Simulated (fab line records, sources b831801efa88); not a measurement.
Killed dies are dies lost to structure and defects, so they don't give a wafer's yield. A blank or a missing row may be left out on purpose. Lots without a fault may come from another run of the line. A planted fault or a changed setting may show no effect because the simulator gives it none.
Chamber matching | flow gf180mcu | GF_V3_CMP_26 on cmp-02: 4 sister chambers
The step polishes, stops on SiO2, t overpolish 15 s, target thk 0 nm. 4 wafers are shown with their chamber, then 12 later ones without.

WAFERS WITH THEIR CHAMBER
wafer  | chamber | motor_current_A (A)
L083.1 | 3       | 9.2
L089.4 | 2       | 10.9
L092.2 | 0       | 12.3
L092.5 | 1       | 10.3

WAFERS WITHOUT THEIR CHAMBER
wafer  | motor_current_A (A)
L093.1 | 12.9
L093.2 | 10.5
L093.3 | 10.8
L094.3 | 9.2
L094.5 | 9.6
L094.6 | 11.4
L095.2 | 11.1
L095.4 | 10.2
L095.6 | 9.7
L096.1 | 12.1
L096.3 | 10.0
L096.5 | 12.7

WHICH CHAMBER EACH WENT THROUGH
wafer  | from the rows above          | in truth
L093.1 | 0                            | 0
L093.2 | can't be placed: 1 or 2      | 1
L093.3 | can't be placed: 2 or 1      | 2
L094.3 | 3                            | 3
L094.5 | can't be placed: 3 or 1      | 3
L094.6 | can't be placed: 2 or 0 or 1 | 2
L095.2 | can't be placed: 2 or 1      | 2
L095.4 | can't be placed: 1 or 2      | 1
L095.6 | can't be placed: 3 or 1      | 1
L096.1 | 0                            | 0
L096.3 | can't be placed: 1 or 3 or 2 | 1
L096.5 | 0                            | 0
Placed correctly: 4 of 12. Can't be placed from these rows: 8 (the true chamber is among the candidates in 8). Placed wrongly: 0.
How it was worked out, from the rows above alone: a wafer's distance from a chamber is the root of the sum, over the readings, of the square of ((its reading less the chamber's mean) divided by the reading's scatter). The wafer belongs to the nearest chamber; if the next one is less than 2 further off, it can't be placed. A chamber's mean is the mean of its shown wafers. The scatter: with one shown wafer a chamber, the root of the mean of the squares of how far each hidden wafer lies from its nearest shown one.
